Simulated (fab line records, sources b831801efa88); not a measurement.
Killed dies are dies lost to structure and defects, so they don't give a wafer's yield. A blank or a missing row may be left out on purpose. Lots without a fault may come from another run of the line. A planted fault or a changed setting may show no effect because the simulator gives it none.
Which tool did it? | flow gf180mcu | 7 lots, 21 wafers sampled, at 3 steps of a route of 602

WHAT THE GAUGES READ, wafer by wafer
GF_TOP_METAL_THK_MEAS_06: measures by xrf.
lot  | measured     | on            | TOP_METAL_ALCU_THK (nm)
L856 | day 28 10:52 | film_metro-02 | 908 905 909
L858 | day 28 22:21 | film_metro-03 | 903 906 905
L860 | day 29 10:22 | film_metro-04 | 887 891 885
L862 | day 30 00:24 | film_metro-02 | 886 896 892
L872 | day 32 22:28 | film_metro-04 | 891 902 909
L874 | day 33 03:09 | film_metro-03 | 907 909 907
L876 | day 33 14:47 | film_metro-04 | 886 874 881

WHICH TOOL RAN EACH LOT (tool, then ch and the chambers of the sampled wafers, then the start)
lot  | GF_POLY_GATE_CLEAN_15           | GF_V5_STRIP_18
L856 | wet_bench-04 ch 3, day 10 08:38 | plasma_asher-02 ch 0,1, day 28 09:17
L858 | wet_bench-04 ch 2, day 10 18:09 | plasma_asher-02 ch 0,1, day 28 20:47
L860 | wet_bench-04 ch 1, day 11 04:38 | plasma_asher-04 ch 0,1, day 29 08:49
L862 | wet_bench-01 ch 3, day 11 19:53 | plasma_asher-04 ch 0,1, day 29 22:50
L872 | wet_bench-04 ch 1, day 14 23:44 | plasma_asher-02 ch 0,1, day 32 20:53
L874 | wet_bench-04 ch 2, day 15 11:44 | plasma_asher-02 ch 0,1, day 33 01:32
L876 | wet_bench-04 ch 0, day 16 02:15 | plasma_asher-04 ch 0,1, day 33 13:13
- GF_POLY_GATE_CLEAN_15: cleans in SC1/SC2, time 150 s.
- GF_V5_STRIP_18: strips in O2/N2.

THE ANSWER, worked out from the rows above alone
Rule: what is usual is taken from the lots themselves. Put in order of their means at a reading, lots are off if they are a third of the lots or fewer, leave a main group of 4 or more, and stand apart from it by a gap of 3 or more times the standard deviation of the main group's means; of several such gaps the widest counts. A main group whose means are all the same, to the digits that the tables above print for the reading, isn't used. A lot without any number at a reading at which 4 lots or more have one is off too. The other lots that the step has rows for count as sound.
No lot is off at any reading shown: from this, nothing can be told.

WHAT THE SIMULATOR HAD PUT IN
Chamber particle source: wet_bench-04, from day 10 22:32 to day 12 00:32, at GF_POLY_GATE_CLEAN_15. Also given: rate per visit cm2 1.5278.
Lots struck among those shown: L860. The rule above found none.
